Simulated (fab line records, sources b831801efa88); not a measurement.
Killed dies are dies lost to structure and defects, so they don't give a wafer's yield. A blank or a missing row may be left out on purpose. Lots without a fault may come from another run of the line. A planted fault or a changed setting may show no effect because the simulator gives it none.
fab line records | flow sky130
record lots=5 wafers=15 last_day=50
route steps=708 shown FIELD_ISO@1 PAD_OPEN@708
lots that met no fault: from a run of the same line without faults
start_h: hours from the record's first day to the start of the lot's first wafer shown | wait_h: hours since the lot's step before | " the same as in the row above | L1.1+2: a row that stands for several wafers | - no value, or no start given | * or withheld: withheld | < > ~ a bound
route shown NAME@n: a module of which the file shows steps, and the number in the route of the first | usual: mean/standard deviation of fault-free wafers | same: alike in all rows | chamber/n: place in a boat | sites: the reading at each site | _std_site: their standard deviation | _edge_site: outer sites' mean less inner sites' | radius_mm: how far each site lies from the wafer's centre | mask NAME#n: copy n | behind: the tool/chamber that last shaped the wafer | hold: why the lot was held/for how many hours/how that ended | device: the transistor (n, p or np) that didn't switch | end of line: the same wafers' tests at the end of the route | a step without rows: its recipe alone | killed: dies lost to structure and defects at the first sort, not the wafer's yield | map: a wafer's dies, x killed, . not, _ none there
set.NAME: the setting as run; set.NAME@STEP: as run at that earlier step | model.NAME: the simulator's own value behind a step, which no gauge read
lots at some steps of the route; a table a step, a row a wafer
services: from which hour (start_h, from the record's first day; less than 0 if before it) a tool's chamber was out of use, for how many hours, and why
## steps
# step SKY_FIELD_ISO_BOW_MEAS_00
# recipe mode=bow
# usual INCOMING_BOW=-1/6.9
# columns lot.wafer tool chamber start_h wait_h INCOMING_BOW[um]
L365.3 film_metro-01 - 15.04 - -7
L365.4 " - " " 3
L365.6 " - " " 1
L369.2 film_metro-03 - 35.02 - -9
L369.4 " - " " -12
L369.6 " - " " 6
L373.1 film_metro-02 - 55.00 - -3
L373.3 " - " " 7
L373.5 " - " " -6
L380.2 film_metro-03 - 90.02 - -5
L380.4 " - " " 12
L380.6 " - " " -1
L386.2 film_metro-03 - 120.02 - -7
L386.4 " - " " -4
L386.6 " - " " -10
# step SKY_FIELD_ISO_OXIDATION_01
# recipe temp_c=900 ambient=O2 stabilise_s=600 purge_s=300 target_thk_a=120 ox_time_s=1843
# step SKY_FIELD_ISO_THK_MEAS_02
# recipe reads=SiO2_of_FIELD_ISO_OXIDATION_01
# usual FIELD_ISO_OXIDATION_00_THK=12.02/0.28
# columns lot.wafer tool chamber start_h wait_h FIELD_ISO_OXIDATION_00_THK[nm]
L365.3 film_metro-01 - 17.58 0.0 11.98
L365.4 " - " " 12.21
L365.6 " - " " 11.92
L369.2 film_metro-01 - 37.73 0.0 11.80
L369.4 " - " " 11.82
L369.6 " - " " 11.84
L373.1 film_metro-02 - 57.34 0.0 11.72
L373.3 " - " " 11.54
L373.5 " - " " 11.70
L380.2 film_metro-03 - 93.99 0.0 12.27
L380.4 " - " " 12.02
L380.6 " - " " 12.16
L386.2 film_metro-01 - 124.28 0.0 12.41
L386.4 " - " " 12.34
L386.6 " - " " 12.35
# step SKY_FIELD_ISO_CVD_03
# recipe material=Si3N4 precursor=DCS/NH3 target_thk_nm=165 temp_c=770 time_s=2830 pressure_mtorr=250
# step SKY_FIELD_ISO_THK_MEAS_04
# recipe reads=Si3N4_of_FIELD_ISO_CVD_03
# usual FIELD_ISO_CVD_03_THK=163.9/1.3
# columns lot.wafer tool chamber start_h wait_h FIELD_ISO_CVD_03_THK[nm]
L365.3 film_metro-01 - 19.43 0.0 162.5
L365.4 " - " " 164.2
L365.6 " - " " 163.3
L369.2 film_metro-02 - 40.64 0.0 162.7
L369.4 " - " " 162.5
L369.6 " - " " 160.6
L373.1 film_metro-02 - 59.18 0.0 162.8
L373.3 " - " " 161.3
L373.5 " - " " 163.4
L380.2 film_metro-03 - 96.92 0.0 164.2
L380.4 " - " " 164.0
L380.6 " - " " 164.3
L386.2 film_metro-02 - 126.38 0.0 162.8
L386.4 " - " " 162.7
L386.6 " - " " 162.7
# step SKY_FIELD_ISO_DEHYDRATE_05
# recipe temp_c=200 time_s=60
# step SKY_FIELD_ISO_HMDS_06
# recipe prime_time_s=60 prime_temp_c=120
# step SKY_FIELD_ISO_COAT_07
# recipe resist=BARC temp_c=withheld time_s=withheld spin_rpm=3000 resist_thk_nm=60
# step SKY_FIELD_ISO_COAT_08
# recipe resist=KrF-thick spin_rpm=3000 resist_thk_nm=450
# step SKY_FIELD_ISO_SOFTBAKE_09
# recipe temp_c=100 time_s=90 resist=KrF-thick
# step SKY_FIELD_ISO_EXPOSE_10
# recipe mask_id=FOM na=0.68 source_shape=annular sigma_inner=0.4 sigma_outer=0.8 target_cd_nm=150 dose_mj=28
# columns lot.wafer tool chamber start_h wait_h mask
L365.3+4+6 krf_scanner-01 0 27.21 - FOM#0
L369.2+4+6 krf_scanner-02 0 48.46 - FOM#0
L373.1+3+5 krf_scanner-02 0 67.44 - FOM_R1#0
L380.2+4+6 krf_scanner-01 0 105.69 - FOM#0
L386.2+4+6 krf_scanner-01 0 135.76 - FOM#0
# step SKY_FIELD_ISO_PEB_11
# recipe peb_temp_c=withheld peb_time_s=withheld resist=KrF-thick
# step SKY_FIELD_ISO_DEVELOP_12
# recipe develop_time_s=60 resist=KrF-thick dev_temp_c=21
# step SKY_FIELD_ISO_CD_MEAS_13
# recipe target_cd_nm=150
# usual cd_nm=149.8/1.5
# columns lot.wafer tool chamber start_h wait_h hold cd_nm
L365.3 cd_sem-02 - 34.21 - - 148.7
L365.4 " - " " - 149.2
L365.6 " - " " - 148.2
L369.2 cd_sem-02 - 56.44 - - 149.5
L369.4 " - " " - 149.7
L369.6 " - " " - 149.6
L373.1 cd_sem-01 - 76.12 - await_dispo/0.2h/release 131.8
L373.3 " - " " await_dispo/0.2h/release 130.4
L373.5 " - " " await_dispo/0.2h/release 131.8
L373.1 cd_sem-01 - 76.41 0.3 - 131.6
L373.3 " - " " - 130.2
L373.5 " - " " - 131.8
L380.2 cd_sem-02 - 114.79 - - 154.0
L380.4 " - " " - 152.1
L380.6 " - " " - 151.8
L386.2 cd_sem-02 - 144.19 - - 148.0
L386.4 " - " " - 148.1
L386.6 " - " " - 147.9
# step SKY_FIELD_ISO_ETCH_14
# recipe chemistry=N2/H2 target=BARC ion_energy_ev=200 source_w=500 bias_w=100 pressure_mtorr=30 n2_flow_sccm=100 h2_flow_sccm=200 stop_on=SiO2 time_s=45.9 target_depth_a=600
# usual chamber_pressure_mTorr=29.998/0.029 drypump_motor_current_A=5.5/0.37 n2_flow_sccm=99.99/0.28 oes_product_au=0.854/0.0049 throttle_valve_pct=13.225/0.0091
# columns lot.wafer tool chamber start_h wait_h hold chamber_pressure_mTorr drypump_motor_current_A n2_flow_sccm oes_product_au rf_hours_counter_h throttle_valve_pct model.FIELD_ISO.cd_nm
L365.3 rie_diel-02 1 34.29 0.1 - 29.968 5.2 100.25 0.857 41 13.220 148.7
L365.4 " 2 " " - 30.024 5.9 100.27 0.851 6 13.234 149.1
L365.6 " 2 " " - 30.015 5.8 100.01 0.849 - 13.231 148.4
L369.2 rie_diel-02 1 56.54 0.1 - 29.927 5.2 99.61 0.858 41 13.215 149.1
L369.4 " 3 " " - 30.006 6.0 99.71 0.851 85 13.215 149.4
L369.6 " 3 " " - 29.988 5.9 100.19 0.853 - 13.214 149.2
L373.1 rie_diel-03 1 83.04 6.6 await_dispo/6.5h/release 30.026 5.7 100.46 0.851 2 13.223 132.6
L373.3 " 2 " " await_dispo/6.5h/release 29.996 6.0 99.68 0.859 33 13.217 131.6
L373.5 " 2 " " await_dispo/6.5h/release 29.961 6.0 99.51 0.856 - 13.198 133.3
L380.2 rie_diel-01 1 114.89 0.1 - 29.998 5.3 99.59 0.861 152 13.222 153.2
L380.4 " 3 " " - 29.957 5.9 100.31 0.855 1 13.232 152.3
L380.6 " 3 " " - 29.972 5.9 100.27 0.858 - 13.228 151.4
L386.2 rie_diel-01 2 144.29 0.1 - 30.005 5.1 100.28 0.851 92 13.232 146.7
L386.4 " 0 " " - 29.956 5.2 100.11 0.857 142 13.225 147.5
L386.6 " 0 " " - 30.028 5.2 100.55 0.854 - 13.233 146.9
# step SKY_FIELD_ISO_ETCH_15
# recipe chemistry=CHF3/O2 target_depth_nm=180 stop_on=Si source_w=600 bias_w=200 pressure_mtorr=40 chf3_flow_sccm=50 O2_flow_sccm=5 time_s=72
# usual chamber_pressure_mTorr=40.01/0.038 drypump_motor_current_A=5.5/0.36 oes_product_au=0.942/0.0064 throttle_valve_pct=8.843/0.0093
# columns lot.wafer tool chamber start_h wait_h chamber_pressure_mTorr drypump_motor_current_A oes_product_au rf_hours_counter_h throttle_valve_pct
L365.3 rie_diel-02 1 34.33 0.0 39.96 5.2 0.935 41 8.833
L365.4 " 2 " " 39.93 5.8 0.947 6 8.845
L365.6 " 2 " " 40.01 5.8 0.944 - 8.847
L369.2 rie_diel-02 1 56.58 0.0 39.99 5.2 0.939 41 8.845
L369.4 " 3 " " 40.01 6.0 0.925 85 8.837
L369.6 " 3 " " 40.04 6.0 0.923 - 8.825
L373.1 rie_diel-03 1 83.09 0.0 39.98 5.7 0.933 2 8.857
L373.3 " 2 " " 40.07 6.0 0.932 33 8.842
L373.5 " 2 " " 39.97 6.0 0.940 - 8.830
L380.2 rie_diel-01 1 114.93 0.0 40.05 5.3 0.942 152 8.848
L380.4 " 3 " " 40.02 6.0 0.945 1 8.842
L380.6 " 3 " " 40.01 6.0 0.942 - 8.847
L386.2 rie_diel-01 2 144.33 0.0 40.02 5.1 0.935 92 8.846
L386.4 " 0 " " 40.02 5.2 0.935 142 8.843
L386.6 " 0 " " 40.00 5.2 0.939 - 8.849
# step SKY_FIELD_ISO_STRIP_16
# recipe chemistry=O2/N2 power_w=1400 pressure_mtorr=1500 platen_temp_c=withheld o2_flow_sccm=3000 n2_flow_sccm=300 overash_fraction=0.5
# usual chamber_pressure_mTorr=1500.0/1.4 drypump_motor_current_A=5.8/0.52 n2_flow_sccm=299.9/0.84 oes_product_au=0.378/0.0044 strip_time_to_endpoint_s=3.572/0.03
# columns lot.wafer tool chamber start_h wait_h chamber_pressure_mTorr drypump_motor_current_A n2_flow_sccm oes_product_au rf_hours_counter_h strip_time_to_endpoint_s
L365.3 plasma_asher-01 1 34.42 0.1 1498.7 5.7 300.2 0.371 - 3.511
L365.4 " 0 " " 1502.7 6.7 299.3 0.379 - 3.571
L365.6 " 1 " " 1497.1 5.7 300.9 0.385 - 3.578
L369.2 plasma_asher-03 0 56.64 0.0 1500.8 6.1 299.6 0.370 34 3.559
L369.4 " 0 " " 1501.4 6.0 300.3 0.378 - 3.543
L369.6 " 1 " " 1501.1 5.3 301.0 0.380 - 3.554
L373.1 plasma_asher-01 0 83.14 0.0 1499.2 6.7 302.0 0.374 41 3.593
L373.3 " 1 " " 1500.6 5.7 300.3 0.383 - 3.576
L373.5 " 1 " " 1500.4 5.6 299.2 0.376 - 3.572
L380.2 plasma_asher-03 0 114.99 0.0 1500.6 6.1 300.8 0.379 40 3.554
L380.4 " 0 " " 1500.6 6.0 299.9 0.371 - 3.585
L380.6 " 0 " " 1498.0 6.1 300.0 0.377 - 3.574
L386.2 plasma_asher-04 1 144.39 0.0 1501.2 5.3 299.3 0.386 35 3.637
L386.4 " 0 " " 1500.1 5.3 299.1 0.384 - 3.584
L386.6 " 1 " " 1498.9 5.3 299.1 0.382 - 3.588
# step SKY_FIELD_ISO_ETCH_17
# recipe target_depth_a=3420 mask_material=Si3N4 chemistry=HBr/Cl2/O2 target=Si taper_deg=5 icp_w=600 bias_w=150 pressure_mtorr=15 HBr_flow_sccm=150 Cl2_flow_sccm=40 O2_flow_sccm=6 time_s=97.7
# usual chamber_pressure_mTorr=15.002/0.013 drypump_motor_current_A=5.8/0.54 oes_product_au=1.003/0.01 throttle_valve_pct=25.656/0.011
# columns lot.wafer tool chamber start_h wait_h chamber_pressure_mTorr drypump_motor_current_A oes_product_au rf_hours_counter_h throttle_valve_pct model.FIELD_ISO.cd_nm
L365.3 rie_si-01 2 34.49 0.0 14.977 5.1 1.019 2 25.656 150.5
L365.4 " 3 " " 14.991 5.3 1.003 145 25.671 148.6
L365.6 " 3 " " 14.988 5.3 1.009 - 25.672 147.1
L369.2 rie_si-01 0 56.74 0.1 15.013 6.0 1.018 21 25.647 151.8
L369.4 " 2 " " 15.015 5.0 1.013 - 25.650 152.6
L369.6 " 0 " " 14.996 6.1 1.015 - 25.655 151.6
L373.1 rie_si-01 3 83.24 0.1 15.003 5.3 0.994 145 25.658 132.7
L373.3 " 0 " " 14.985 6.0 1.022 21 25.663 130.8
L373.5 " 0 " " 15.017 6.0 1.014 - 25.649 132.6
L380.2 rie_si-01 0 115.09 0.1 15.006 6.0 1.013 21 25.639 153
L380.4 " 0 " " 14.993 6.0 1.006 - 25.636 151.7
L380.6 " 1 " " 15.002 5.0 1.011 - 25.650 149.9
L386.2 rie_si-02 0 144.49 0.1 15.025 6.0 1.003 18 25.663 146.8
L386.4 " 2 " " 15.012 5.5 1.017 105 25.640 149.1
L386.6 " 1 " " 14.983 6.7 0.999 - 25.644 147.9
# step SKY_FIELD_ISO_WET_ETCH_18
# recipe chemistry=H3PO4 target_depth_nm=25 temp_c=160 target=Si3N4 time_s=286
# step SKY_PAD_OPEN_PROBE_99
# usual killed_at_M0_to_M3=44/7.2 killed_at_M4_up=3.1/1.7 killed_at_contacts=24/5.2 killed_at_front_end=15/4.1 killed_at_other=0.3/0.61 killed_dies=87/10 killed_open=48/7.5 killed_short=39/6.6
# same gross_dies=492 killed_at_back_side=0
# columns lot.wafer tool chamber start_h wait_h killed_at_M0_to_M3 killed_at_M4_up killed_at_contacts killed_at_front_end killed_at_other killed_dies killed_open killed_short model.etest.pfet_g5v0d10v5.r_on_ohm_um model.etest.res_pdiff.line_ohm_um model.etest.res_ndiff.line_ohm_um model.etest.sram_nfet_pass.drive_ua_um model.etest.sonos_uncharged.r_on_ohm_um model.etest.res_pdiff.width_nm model.etest.res_ndiff.width_nm model.etest.sram_pfet_latch.drive_ua_um
L365.3 prober-01 - 1073.64 0.2 50 4 29 16 0 99 55 44 4791 1337 776.9 506.9 795.7 144.3 156.5 146.8
L365.4 prober-01 - 1073.69 0.2 47 6 29 16 1 99 52 47 4742 1354 784.2 495.9 819.8 142.9 155.6 146.4
L365.6 prober-01 - 1073.79 0.2 55 6 27 19 1 108 64 44 4707 1400 785.5 490.3 802.1 140.6 154.6 148.4
L369.2 prober-02 - 1105.03 0.1 39 1 21 17 0 78 49 29 4837 1355 757.9 466.8 826.4 145 158 140.9
L369.4 prober-02 - 1105.13 0.2 30 2 17 16 0 65 40 25 4747 1328 758.2 485.8 820.8 144.6 159 146
L369.6 prober-02 - 1105.23 0.2 42 4 32 22 0 100 49 51 4833 1354 757 483.2 810.2 145.8 158.1 135.1
L373.1 prober-02 - 1125.56 0.1 56 5 26 18 1 106 58 41 4890 1541 855.3 416.9 831.8 126.5 138.8 124.3
L373.3 prober-02 - 1125.66 0.2 53 3 25 40 2 123 61 40 4865 1557 867.8 434 847.7 124.5 137.8 122.4
L373.5 prober-02 - 1125.76 0.2 46 4 19 39 2 110 53 39 4827 1523 852.1 426.4 852.1 126.5 139.5 126.3
L380.2 prober-01 - 1173.02 0.1 50 6 14 16 0 86 50 35 4852 1338 747.6 490.7 813.2 146.6 160.1 142.2
L380.4 prober-01 - 1173.12 0.2 50 4 20 12 1 87 45 40 4812 1334 745.4 486.9 795.1 146.2 158.4 143.9
L380.6 prober-01 - 1173.22 0.2 55 1 26 13 0 95 57 37 4823 1378 755 500.1 802 143.2 156.1 145.7
L386.2 prober-01 - 1197.64 0.1 43 2 27 18 1 91 40 50 4876 1413 792 465.4 836.5 140.3 153.2 129.5
L386.4 prober-01 - 1197.74 0.2 42 4 24 18 0 88 47 41 4798 1416 786.3 489.9 828.6 143.1 155.9 135.1
L386.6 prober-01 - 1197.84 0.2 44 1 17 21 1 84 49 35 4796 1437 780.6 472.1 830.5 141.1 154 133.5
# killed by level:class
L365.3 VIA1:geometric_particle:open=16 LI_CONTACT:geometric_particle:open=8 LI_CONTACT:geometric_particle:short=7 METAL1:geometric_particle:short=7 CONTACT:geometric_particle:open=6 VIA2:geometric_particle:open=6 VIA3:geometric_particle:open=6 POLY_GATE:geometric_particle:short=5
L365.4 CONTACT:geometric_particle:open=13 VIA1:geometric_particle:open=8 VIA3:geometric_particle:open=7 METAL1:geometric_particle:short=7 VIA1:geometric_particle:short=7 CONTACT:geometric_particle:short=6 VIA2:geometric_particle:open=6 POLY_GATE:geometric_particle:short=5
L365.6 VIA1:geometric_particle:open=19 CONTACT:geometric_particle:open=11 LI_CONTACT:geometric_particle:open=8 METAL1:geometric_particle:short=7 POLY_GATE:geometric_particle:open=6 VIA2:geometric_particle:open=6 VIA3:geometric_particle:open=6 METAL4:geometric_particle:short=5
L369.2 VIA1:geometric_particle:open=9 VIA2:geometric_particle:open=8 CONTACT:geometric_particle:open=7 VIA3:geometric_particle:open=7 FIELD_ISO:geometric_particle:open=6 LI_CONTACT:geometric_particle:open=6 FIELD_ISO:geometric_particle:short=4 CONTACT:geometric_particle:short=4
L369.4 VIA1:geometric_particle:open=10 CONTACT:geometric_particle:open=6 FIELD_ISO:geometric_particle:short=5 VIA2:geometric_particle:open=5 FIELD_ISO:geometric_particle:open=4 LI_CONTACT:geometric_particle:open=4 CONTACT:geometric_particle:short=4 POLY_CUT:geometric_particle:open=3
L369.6 CONTACT:geometric_particle:short=9 VIA1:geometric_particle:open=8 VIA2:geometric_particle:open=8 CONTACT:geometric_particle:open=8 METAL2:geometric_particle:short=7 FIELD_ISO:geometric_particle:open=5 POLY_GATE:geometric_particle:open=5 VIA3:geometric_particle:open=5
L373.1 VIA1:geometric_particle:open=16 CONTACT:geometric_particle:open=11 VIA2:geometric_particle:open=11 VIA1:geometric_particle:short=7 METAL2:geometric_particle:short=7 LOCAL_INTERCONNECT:geometric_particle:short=6 FIELD_ISO:area_expose=6 LI_CONTACT:geometric_particle:open=5
L373.3 FIELD_ISO:area_expose=20 VIA1:geometric_particle:open=12 FIELD_ISO:geometric_particle:open=10 VIA2:geometric_particle:open=10 CONTACT:geometric_particle:open=8 LI_CONTACT:geometric_particle:open=7 METAL1:geometric_particle:short=7 VIA3:geometric_particle:open=6
L373.5 FIELD_ISO:area_expose=18 VIA1:geometric_particle:open=16 FIELD_ISO:geometric_particle:open=8 FIELD_ISO:geometric_particle:short=6 METAL2:geometric_particle:short=6 VIA2:geometric_particle:open=6 CONTACT:geometric_particle:open=5 POLY_GATE:geometric_particle:open=4
L380.2 VIA1:geometric_particle:open=10 VIA2:geometric_particle:open=7 VIA3:geometric_particle:open=7 CONTACT:geometric_particle:open=7 METAL2:geometric_particle:short=7 VIA1:geometric_particle:short=6 METAL4:geometric_particle:short=5 METAL1:geometric_particle:open=4
L380.4 VIA1:geometric_particle:open=12 METAL1:geometric_particle:short=9 VIA1:geometric_particle:short=7 LI_CONTACT:geometric_particle:open=6 CONTACT:geometric_particle:open=6 VIA3:geometric_particle:open=6 VIA2:geometric_particle:short=5 LOCAL_INTERCONNECT:geometric_particle:short=4
L380.6 VIA1:geometric_particle:open=17 CONTACT:geometric_particle:open=10 METAL2:geometric_particle:short=9 VIA2:geometric_particle:open=9 LI_CONTACT:geometric_particle:open=7 POLY_GATE:geometric_particle:open=4 POLY_GATE:geometric_particle:short=4 LOCAL_INTERCONNECT:geometric_particle:short=4
L386.2 METAL1:geometric_particle:short=10 CONTACT:geometric_particle:open=8 LI_CONTACT:geometric_particle:open=7 LOCAL_INTERCONNECT:geometric_particle:short=6 VIA1:geometric_particle:open=6 VIA1:geometric_particle:short=6 METAL2:geometric_particle:short=6 VIA3:geometric_particle:open=5
L386.4 VIA2:geometric_particle:open=9 VIA1:geometric_particle:open=8 LI_CONTACT:geometric_particle:open=6 VIA3:geometric_particle:open=6 LOCAL_INTERCONNECT:geometric_particle:short=5 CONTACT:geometric_particle:open=5 VIA1:geometric_particle:short=5 METAL2:geometric_particle:short=5
L386.6 VIA1:geometric_particle:open=8 POLY_GATE:geometric_particle:short=7 LI_CONTACT:geometric_particle:open=7 METAL2:geometric_particle:short=6 VIA3:geometric_particle:open=6 CONTACT:geometric_particle:open=5 VIA2:geometric_particle:short=5 FIELD_ISO:geometric_particle:open=4
# map L373.3 (x killed, . not)
__________........xx_________
________....x.x.xxx..._______
______..xx.........x.x.._____
_____x.xx.........x...x..____
____...x....x...x...x.....___
___...............x.x...xx.__
__x.x.......x.....x......x.x_
_..x.........x....x....x.x..x
_x.xx.......x.....x.....xx.x.
_.x...x.....x.x......xxx..x.x
_.xx....x........x..xx.x...x.
_....x..xx....x..x.x...x.....
_..x....x.x.x..xx.xx.........
_......x........xx.x......x..
_......xx.......x...x.x......
__.......x..x.xx...xx......._
___.x.......x....xxx....x..__
____..........x.xxx...x..x___
_____x...x..x....x..x....____
______..x...x........x.x_____
________..xx.......xxx_______
__________xx.xx..x.._________
# map L369.6 (x killed, . not)
__________..x......._________
________x......x....x._______
______...........x...xx._____
_____x..xxx...x.....x....____
____...x.....x........x...___
___.............x...x.x....__
__x.....x....x.x...x...xx..._
_...xx.....xxx...x...x..x.x..
_..x.................x......x
_x.....x..x..x..xx.....x.x...
_..................x...x.....
_....xx.x....x...............
_.x...x........x..x........x.
_.x.....xx..xx........x.xx...
_...................x......xx
__.xx...x.x.......x.x..x...x_
___.xx....x.x...xx.x..x...x__
____x.............x......x___
_____x.x.............x.x.____
______.........x....x..x_____
________x.....x..x...._______
__________..xx......_________
## services
# columns tool chamber start_h hours kind
krf_scanner-01 - 7.13 4.0 pm
rie_diel-01 1 12.97 2.4 repair
krf_scanner-01 - 20.62 0.2 repair
rie_diel-02 0 23.28 4.2 repair
krf_scanner-02 - 24.21 0.8 pm
krf_scanner-02 - 33.84 0.6 repair
rie_diel-01 3 41.27 - clean
rie_diel-01 3 41.27 20.8 scheduled_down
krf_scanner-01 - 46.36 4.4 pm
plasma_asher-03 - 46.99 1.2 repair
krf_scanner-02 - 50.73 1.3 pm
krf_scanner-01 - 52.84 1.3 pm
krf_scanner-02 - 57.91 0.3 repair
plasma_asher-04 - 75.45 1.0 repair
rie_si-02 - 86.41 0.6 repair
rie_diel-01 - 87.14 15.6 pm
krf_scanner-01 - 90.03 1.0 pm
rie_diel-03 1 100.76 10.6 repair
rie_diel-01 2 105.09 3.9 repair
krf_scanner-02 - 114.51 0.2 repair
rie_si-01 - 123.08 14.6 pm
rie_diel-03 3 127.00 8.3 repair
krf_scanner-01 - 139.50 0.8 pm
krf_scanner-02 - 143.87 1.0 pm
## key
first_sign step=SKY_FIELD_ISO_EXPOSE_10 reading=mask direction=changed
effect step=SKY_FIELD_ISO_CD_MEAS_13 reading=visit direction=added
effect step=SKY_FIELD_ISO_CD_MEAS_13 reading=cd_nm direction=down sigmas=13 usual=149.8 struck=131.3
effect step=SKY_PAD_OPEN_PROBE_99 reading=killed_at_front_end direction=up sigmas=4.2 usual=15 struck=32 wafers_moved=2
model_effect step=SKY_FIELD_ISO_ETCH_14 value=FIELD_ISO.cd_nm without=150.5 struck=132.5
model_effect step=SKY_FIELD_ISO_ETCH_17 value=FIELD_ISO.cd_nm without=150.1 struck=132
model_effect step=SKY_PAD_OPEN_PROBE_99 value=etest.pfet_g5v0d10v5.r_on_ohm_um without=4652 struck=4861
more_kills_born_at SKY_FIELD_ISO_EXPOSE_10@krf_scanner-02=44
met_at SKY_FIELD_ISO_EXPOSE_10
struck_wafers L373.1,L373.3,L373.5
tester_left_out L373
onset_between 48.46 67.44
fault kind=wrong_mask tool=any chamber=- onset_h=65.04 steps=SKY_FIELD_ISO_EXPOSE_10 aux_copy=FOM_R1#0 cd_offset_nm=-18 scope=struck_lots_only
# tester_left_out: of these lots the tester's yield and bins aren't shown, on N5 and GAA mostly nor the transistor test; their killed dies are dies lost to structure and defects alone, not to doping, threshold or leakage, so they don't give the yield
